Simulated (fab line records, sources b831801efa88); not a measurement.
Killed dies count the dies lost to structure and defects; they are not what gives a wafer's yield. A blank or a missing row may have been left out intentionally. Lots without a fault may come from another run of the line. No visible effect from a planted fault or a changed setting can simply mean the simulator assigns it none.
Which tool is to blame? ; flow gf180mcu ; Sampling: 24 lots, 72 wafers, 4 of 602 route steps

## WHAT THE GAUGES SHOWED, per wafer
GF_V2_CD_MEAS_14: the cd target is 260 nm. Usual: cd_nm 260.2 nm, standard deviation 1.
lot;measured;on;cd_nm (nm);flag
L074;day 19 17:40;cd_sem-01;261.6 260.5 261.2;
L075;day 21 03:00;cd_sem-02;260.4 260.8 260.7;
L076;day 21 18:29;cd_sem-02;260.7 262.4 260.4;
L077;day 21 20:08;cd_sem-02;259.0 260.0 259.2;
L078;day 22 11:49;cd_sem-02;260.3 261.5 261.3;
L079;day 22 22:56;cd_sem-02;260.9 261.3 260.7;
L081;day 23 05:07;cd_sem-01;260.2 260.5 259.5;
L080;day 23 05:31;cd_sem-01;259.6 260.9 260.7;
L082;day 23 16:49;cd_sem-01;260.6 260.7 260.0;
L083;day 23 20:16;cd_sem-01;260.5 260.1 259.6;
L084;day 24 13:40;cd_sem-02;261.0 260.9 260.7;
L085;day 24 22:37;cd_sem-02;258.8 257.6 259.5;
L087;day 25 00:17;cd_sem-01;261.1 261.4 260.8;
L086;day 25 03:29;cd_sem-01;259.6 261.1 261.3;
L088;day 25 19:12;cd_sem-01;261.2 260.7 259.4;
L089;day 26 04:52;cd_sem-02;259.1 261.2 259.1;
L090;day 26 05:01;cd_sem-01;260.9 260.9 260.2;
L091;day 26 07:55;cd_sem-01;260.5 259.3 260.3;
L092;day 27 00:50;cd_sem-01;259.2 258.7 259.4;
L093;day 27 01:07;cd_sem-02;259.9 260.5 261.4;
L094;day 27 05:50;cd_sem-02;259.0 259.1 259.7;
L095;day 27 16:08;cd_sem-01;259.8 259.9 260.6;
L096;day 27 18:20;cd_sem-01;259.8 259.3 259.3;
L097;day 27 23:44;cd_sem-02;259.0 259.8 260.3;

GF_M4_CD_MEAS_14: the cd target is 280 nm. Usual: cd_nm 280.1 nm, standard deviation 1.3.
lot;measured;on;cd_nm (nm);flag
L074;day 22 22:35;cd_sem-01;280.1 279.6 280.2;
L075;day 24 04:36;cd_sem-01;280.0 280.5 279.2;
L076;day 24 19:53;cd_sem-02;281.6 281.4 280.9;
L077;day 24 20:50;cd_sem-02;280.7 279.8 280.3;
L078;day 25 11:04;cd_sem-02;282.2 281.2 281.5;
L079;day 25 21:37;cd_sem-01;278.9 280.1 279.6;
L081;day 26 03:28;cd_sem-01;278.8 278.2 279.3;
L080;day 26 04:08;cd_sem-01;282.3 282.3 282.5;
L082;day 26 14:07;cd_sem-02;278.5 279.1 278.0;
L083;day 26 16:31;cd_sem-02;279.8 279.2 280.8;
L084;day 27 09:46;cd_sem-02;279.9 279.1 280.3;
L085;day 27 17:05;cd_sem-02;280.0 280.3 281.5;
L087;day 27 21:59;cd_sem-01;278.4 278.7 278.7;
L086;day 27 22:41;cd_sem-02;280.5 281.3 279.8;
L088;day 28 12:56;cd_sem-01;277.5 277.8 278.6;
L089;day 28 21:10;cd_sem-02;278.3 279.8 279.1;
L090;day 28 22:17;cd_sem-01;281.6 281.8 282.3;
L091;day 29 00:07;cd_sem-02;278.9 281.5 279.2;
L092;day 29 14:32;cd_sem-01;282.2 280.6 281.5;
L093;day 29 15:58;cd_sem-01;279.5 279.7 280.1;
L094;day 29 21:25;cd_sem-01;281.0 280.3 280.6;
L095;day 30 05:57;cd_sem-02;281.7 280.8 280.9;
L096;day 30 09:08;cd_sem-01;277.8 279.5 279.0;
L097;day 30 14:11;cd_sem-02;280.1 279.0 279.3;

## TOOL THAT RAN EACH LOT (tool first, then ch and the chambers of the sampled wafers, then the start)
lot;GF_CONTACT_CMP_04;GF_M4_SPUTTER_01
L074;cmp-01 ch 0,3, day 14 15:38;pvd_sputter-03, day 21 22:35
L075;cmp-01 ch 0,1,2, day 15 20:55;pvd_sputter-03, day 23 06:34
L076;cmp-01 ch 0,1,3, day 16 11:49;pvd_sputter-03, day 23 22:17
L077;cmp-01 ch 1,2, day 16 14:10;pvd_sputter-01, day 23 23:15
L078;cmp-02 ch 1,2,3, day 17 04:01;pvd_sputter-01, day 24 13:24
L079;cmp-01 ch 0,1,2, day 17 16:03;pvd_sputter-03, day 25 00:16
L081;cmp-01 ch 0,1, day 17 21:54;pvd_sputter-03, day 25 06:41
L080;cmp-01 ch 0,1,2, day 17 23:06;pvd_sputter-01, day 25 07:01
L082;cmp-01 ch 1,2,3, day 18 11:44;pvd_sputter-01, day 25 17:39
L083;cmp-02 ch 1,2,3, day 18 14:41;pvd_sputter-03, day 25 19:25
L084;cmp-01 ch 0,1,3, day 19 08:46;pvd_sputter-04, day 26 13:00
L085;cmp-02 ch 1,2,3, day 19 17:53;pvd_sputter-04, day 26 21:35
L087;cmp-02 ch 0,1, day 19 21:29;pvd_sputter-04, day 27 02:10
L086;cmp-01 ch 0,2,3, day 20 01:02;pvd_sputter-04, day 27 03:00
L088;cmp-02 ch 0,2, day 20 19:05;pvd_sputter-03, day 27 17:23
L089;cmp-02 ch 0,1,2, day 21 02:40;pvd_sputter-01, day 28 02:05
L090;cmp-02 ch 0,1,2, day 21 04:37;pvd_sputter-04, day 28 02:47
L091;cmp-01 ch 1,2,3, day 21 11:26;pvd_sputter-01, day 28 04:41
L092;cmp-02 ch 1,2,3, day 22 00:20;pvd_sputter-04, day 28 19:50
L093;cmp-01 ch 0,1,3, day 22 03:11;pvd_sputter-04, day 28 20:47
L094;cmp-02 ch 1,2,3, day 22 11:38;pvd_sputter-04, day 29 02:00
L095;cmp-02 ch 1,3, day 22 23:14;pvd_sputter-01, day 29 11:11
L096;cmp-01 ch 0,1, day 23 00:29;pvd_sputter-04, day 29 13:45
L097;cmp-01 ch 0,1,2, day 23 07:05;pvd_sputter-01, day 29 19:23
- GF_CONTACT_CMP_04: polishes SiO2.
- GF_M4_SPUTTER_01: material TiN, target thk 30 nm, time 25 s.

## WHAT THE TOOLS THEMSELVES READ (means of the sampled wafers that have a number; where no wafer has one, the mark that the record gives instead)
GF_CONTACT_CMP_04. Usual: edge_zone_pressure_frac 1.000, standard deviation 0.0053; motor_current_A 11.7 A, standard deviation 1; time_to_endpoint_s 116 s, standard deviation 6.
lot;tool;edge_zone_pressure_frac;motor_current_A (A);time_to_endpoint_s (s);flag
L074;cmp-01;1.004;12.1;111;
L075;cmp-01;0.996;10.8;106;
L076;cmp-01;0.997;11.9;111;
L077;cmp-01;1.007;10.7;111;
L078;cmp-02;1.002;12.1;117;
L079;cmp-01;1.000;10.8;119;
L081;cmp-01;1.002;11.4;120;
L080;cmp-01;1.003;10.9;114;
L082;cmp-01;1.000;11.6;117;
L083;cmp-02;0.997;12.3;122;
L084;cmp-01;1.000;11.6;123;
L085;cmp-02;0.995;12.3;121;
L087;cmp-02;0.996;12.3;113;
L086;cmp-01;1.000;11.2;123;
L088;cmp-02;1.002;12.0;116;
L089;cmp-02;1.001;12.5;116;
L090;cmp-02;1.005;12.4;106;
L091;cmp-01;1.001;11.6;121;
L092;cmp-02;1.000;12.4;114;
L093;cmp-01;1.001;11.4;114;
L094;cmp-02;1.005;12.0;107;
L095;cmp-02;0.999;13.3;113;
L096;cmp-01;0.999;11.2;118;
L097;cmp-01;0.998;10.8;119;

GF_M4_SPUTTER_01. Usual: throttle_valve_pct 29.7 %, standard deviation 0.83.
lot;tool;throttle_valve_pct (%);flag
L074;pvd_sputter-03;28.4;
L075;pvd_sputter-03;29.3;
L076;pvd_sputter-03;28.8;
L077;pvd_sputter-01;29.5;
L078;pvd_sputter-01;29.8;
L079;pvd_sputter-03;29.2;
L081;pvd_sputter-03;29.2;
L080;pvd_sputter-01;29.8;
L082;pvd_sputter-01;30.3;
L083;pvd_sputter-03;29.3;
L084;pvd_sputter-04;30.2;
L085;pvd_sputter-04;30.6;
L087;pvd_sputter-04;30.5;
L086;pvd_sputter-04;29.4;
L088;pvd_sputter-03;29.0;
L089;pvd_sputter-01;29.2;
L090;pvd_sputter-04;30.3;
L091;pvd_sputter-01;29.6;
L092;pvd_sputter-04;29.9;
L093;pvd_sputter-04;30.3;
L094;pvd_sputter-04;29.7;
L095;pvd_sputter-01;29.8;
L096;pvd_sputter-04;29.7;
L097;pvd_sputter-01;29.3;

## THE ANSWER, worked out from the rows above alone
Rule: a lot counts as off when the mean over its wafers that have a number is more than 3 standard deviations away from the usual mean. A lot without any number at a reading at which 4 lots or more have one is off too. The other lots that the step has rows for count as sound. After the gauges, taken in route order, come the tools' own readings; for these a lot's mean is taken, as printed above. The first step at which some lot is off is used, and at that step the reading that is off furthest; a lot without a number counts as furthest.
Nothing can be told from this: no lot is off at any reading shown.

## WHAT WAS PUT IN BY THE SIMULATOR
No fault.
